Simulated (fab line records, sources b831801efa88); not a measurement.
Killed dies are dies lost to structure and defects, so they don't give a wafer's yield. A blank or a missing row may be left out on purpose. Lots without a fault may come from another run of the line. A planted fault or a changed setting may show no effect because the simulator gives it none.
A struck lot beside a sound one | flow sky130 | 32 steps out of a route of 708
Sound: wafers L425.2, L425.5, L425.6. Struck: wafers L434.1, L434.2, L434.5. The cause comes at the end.
At each step with rows: each side's tool, then ch and its chambers, then its first start. Under that, the readings that differ: sound wafers | struck wafers | difference of the means | sigmas: that difference in standard deviations of wafers without a fault.
alike: readings whose means differ by less than 2 such deviations, and words and numbers that are the same on both sides. not compared: withheld readings, readings that some wafer has no value for, bounds like >300 that may hide the same value, and numbers for which the record gives no deviation and whose values overlap.
The two part at a step that has a row with sigmas, a row that says differs or no value, or rows on one side only. Numbers that don't overlap but have no deviation are shown without sigmas and don't part them. A reading that every wafer of one side lacks parts them only if that side has two wafers or more.

SKY_PWDE_OVL_MEAS_07:
  sound on overlay-02, day 4 12:18; struck on overlay-02, day 6 15:38
  alike: PWDE_OVL
then, 1 step without rows for these wafers: SKY_PWDE_IMPLANT_08.
SKY_PWDE_STRIP_09: strips in O2/N2.
  sound on plasma_asher-04 ch 0,1, day 4 12:29; struck on plasma_asher-03 ch 0,1, day 6 15:49
  alike: drypump_motor_current_A, oes_product_au, strip_time_to_endpoint_s
  not compared: rf_hours_counter_h
SKY_PWDE_TW_MEAS_10:
  sound on film_metro-02, day 4 12:35; struck on film_metro-01, day 6 15:55
  alike: PWDE_TW
then, 7 steps without rows for these wafers: SKY_NWELL_DEHYDRATE_03 (time 60 s); SKY_NWELL_HMDS_04 (prime time 60 s); SKY_NWELL_COAT_05 (resist thk 3000 nm); SKY_NWELL_SOFTBAKE_06; SKY_NWELL_EXPOSE_07 (exposes mask NWM, target cd 840 nm); SKY_NWELL_PEB_08; SKY_NWELL_DEVELOP_09 (develop time 60 s).
SKY_NWELL_OVL_MEAS_10:
  sound on overlay-01, day 5 05:09; struck on overlay-01, day 7 10:59
  alike: NWELL_00_OVL
SKY_NWELL_IMPLANT_11:
  sound on implanter-02 ch 0, day 5 05:12; struck on implanter-01 ch 0, day 7 11:20
then, 2 steps without rows for these wafers: SKY_NWELL_IMPLANT_12; SKY_NWELL_IMPLANT_13.
SKY_NWELL_STRIP_14: strips in O2/N2.
  sound on plasma_asher-04 ch 0,1, day 5 05:38; struck on plasma_asher-04 ch 0,1, day 7 11:47
  alike: drypump_motor_current_A, oes_product_au, strip_time_to_endpoint_s
  not compared: rf_hours_counter_h
SKY_NWELL_TW_MEAS_15:
  sound on film_metro-04, day 5 05:44; struck on film_metro-02, day 7 12:17
  reading  | sound          | struck         | difference | sigmas
  NWELL_TW | 1856 1859 1872 | 2267 2268 2260 | +403       | +21
then, 7 steps without rows for these wafers: SKY_NWELL_DEHYDRATE_16 (time 60 s); SKY_NWELL_HMDS_17 (prime time 60 s); SKY_NWELL_COAT_18 (resist thk 3000 nm); SKY_NWELL_SOFTBAKE_19; SKY_NWELL_EXPOSE_20 (exposes mask NWM COMPLEMENT, target cd 840 nm); SKY_NWELL_PEB_21; SKY_NWELL_DEVELOP_22 (develop time 60 s).
SKY_NWELL_OVL_MEAS_23:
  sound on overlay-01, day 5 23:00; struck on overlay-02, day 8 07:05
  alike: NWELL_01_OVL
then, 1 step without rows for these wafers: SKY_NWELL_IMPLANT_24.
SKY_NWELL_STRIP_25: strips in O2/N2.
  sound on plasma_asher-04 ch 0,1, day 5 23:11; struck on plasma_asher-04 ch 0,1, day 8 07:17
  alike: drypump_motor_current_A, oes_product_au, strip_time_to_endpoint_s
  not compared: rf_hours_counter_h
SKY_NWELL_TW_MEAS_26:
  sound on film_metro-01, day 5 23:17; struck on film_metro-01, day 8 07:23
  alike: NWELL_2_TW
then, 1 step without rows for these wafers: SKY_NWELL_CLEAN_27 (cleans in SC1/SC2, time 150 s).
SKY_NWELL_RTA_28: time 30 s.
  sound on rtp_anneal-02 ch 0, day 5 23:24; struck on rtp_anneal-02 ch 0, day 8 07:29
  alike: lamp_power_pct, wafer_temp_C_max
SKY_NWELL_RS_MEAS_29: measures by four-point-probe.
  sound on film_metro-04, day 5 23:31; struck on film_metro-04, day 8 07:57
  reading           | sound             | struck            | difference | sigmas
  NWELL_RS (ohm/sq) | 624.1 621.5 623.4 | 430.3 430.0 430.5 | -192.7     | -99 or more
then, 1 step without rows for these wafers: SKY_PAD_OPEN_PROBE_99.

WHERE THEY PART
First at SKY_NWELL_TW_MEAS_15; last, within this record, at SKY_NWELL_RS_MEAS_29.

WHY: what the simulator had put in
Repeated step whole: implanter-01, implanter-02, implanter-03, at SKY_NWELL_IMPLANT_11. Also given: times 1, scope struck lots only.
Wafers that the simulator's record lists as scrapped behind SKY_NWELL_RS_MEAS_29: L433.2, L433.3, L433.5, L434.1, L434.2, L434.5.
